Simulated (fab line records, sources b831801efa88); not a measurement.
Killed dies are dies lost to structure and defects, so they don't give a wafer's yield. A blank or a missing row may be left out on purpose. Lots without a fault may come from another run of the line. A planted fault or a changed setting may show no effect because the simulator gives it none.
Which tool did it? | flow sky130 | 12 lots, 36 wafers sampled, at 1 step of a route of 708

WHAT THE GAUGES READ, wafer by wafer
SKY_CONTACT_THK_MEAS_26: measures by xrf.
lot  | measured     | on            | CONTACT_W_THK (nm)
L075 | day 32 18:28 | film_metro-01 | 334 341 335
L077 | day 34 02:24 | film_metro-01 | 342 341 340
L079 | day 34 15:48 | film_metro-01 | 344 346 335
L081 | day 35 05:34 | film_metro-01 | 343 339 346
L083 | day 36 00:10 | film_metro-03 | 340 337 345
L085 | day 36 20:29 | film_metro-03 | 338 340 339
L087 | day 37 09:22 | film_metro-03 | 346 340 337
L089 | day 37 19:58 | film_metro-02 | 345 345 348
L091 | day 38 23:32 | film_metro-02 | 342 345 342
L092 | day 39 10:34 | film_metro-03 | 350 347 349
L095 | day 40 01:41 | film_metro-03 | 352 348 348
L097 | day 40 14:18 | film_metro-03 | 341 342 345

WHICH TOOL RAN EACH LOT (tool, then ch and the chambers of the sampled wafers, then the start)
The record holds no process step before these readings.

THE ANSWER, worked out from the rows above alone
Rule: what is usual is taken from the lots themselves. Put in order of their means at a reading, lots are off if they are a third of the lots or fewer, leave a main group of 4 or more, and stand apart from it by a gap of 3 or more times the standard deviation of the main group's means; of several such gaps the widest counts. A main group whose means are all the same, to the digits that the tables above print for the reading, isn't used. A lot without any number at a reading at which 4 lots or more have one is off too. The other lots that the step has rows for count as sound.
No lot is off at any reading shown: from this, nothing can be told.

WHAT THE SIMULATOR HAD PUT IN
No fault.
